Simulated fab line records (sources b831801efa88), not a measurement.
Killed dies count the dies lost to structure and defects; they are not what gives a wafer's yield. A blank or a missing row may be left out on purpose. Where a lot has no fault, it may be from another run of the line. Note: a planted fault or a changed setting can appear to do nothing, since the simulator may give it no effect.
8D (eight disciplines) problem report, filled in by code    flow sky130    the parts of the form that need people (team, actions taken, sign-off) are left out

== 1. THE PROBLEM ==
heater power total W at SKY_RES_XHIGH_SOFTBAKE_03 reads a mean of 55.92 W on 6 wafers of 2 lots; wafers without a fault read 56.60 W with a standard deviation of 0.043. That is -16 standard deviations from the usual mean.
The step: time 60 s.
First seen on wafer L737.1, day 29 00:49, on litho track-03. The record has a number at this step for 42 wafers belonging to 14 lots. Rule for "out", or "out of limits": more than 4 standard deviations from the usual mean. The rest of the wafers with a number are treated as sound.

== 2. WHAT IT IS, WHAT IT ISN'T ==
question                     is                                  is not
which readings at this step  heater power total W, plate temp C  -
which lots                   L737, L739                          L730, L731, L734, L735, L736, L747, L748, L749, L750, L751, L752, L753
which wafers of those lots   all that have a number              -
read on which tools          litho track-03                      litho track-02
when                         from day 29 00:49                   up to then (15 sound wafers); but 21 sound wafers of L747, L748, L749, L750, L751, L752, L753 came after

== 3. SUSPECTS, AND WHAT RULES EACH OUT ==
Counting: any tool at a process step up to the reading is kept as a suspect provided that every lot that is out went through it and no sound lot did after the first of them.
- litho track-03 at SKY_RES_XHIGH_SOFTBAKE_03 (time 60 s): ruled out as a lasting fault. Sound lots L749, L747 ran on it after its first lot that is out, L737 (day 29 00:49).
Left after counting: nothing in the record.

== 4. THE CAUSE (what the simulator had put in) ==
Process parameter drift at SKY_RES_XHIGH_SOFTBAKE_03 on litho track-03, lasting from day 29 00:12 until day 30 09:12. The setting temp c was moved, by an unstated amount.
Counting ruled it out, wrongly.

== 5. SEQUENCE OF EFFECTS, ordered by route ==
Each row: a reading where the mean over the struck wafers with a number is more than 3 standard deviations away from the usual. Readings are gone through only where the record gives a usual standard deviation; hours: the median, over the lots, of the time from a lot's start at the first step in this table giving one to that lot's start at this step; sigmas: the change measured in usual standard deviations.
hours  step                       reading               usual    on struck wafers  change  sigmas
0      SKY_RES_XHIGH_SOFTBAKE_03  heater power total W  56.60 W  55.92             -0.68   -16
0      SKY_RES_XHIGH_SOFTBAKE_03  plate temp C          89.99 C  89.21             -0.78   -7.1
It contains these process steps:
- SKY_RES_XHIGH_SOFTBAKE_03: time 60 s.

== 6. HOW IT WOULD HAVE BEEN CAUGHT EARLIER ==
In this record the first reading out of limits was taken at day 29 00:49, 1 hour after the fault began at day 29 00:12.
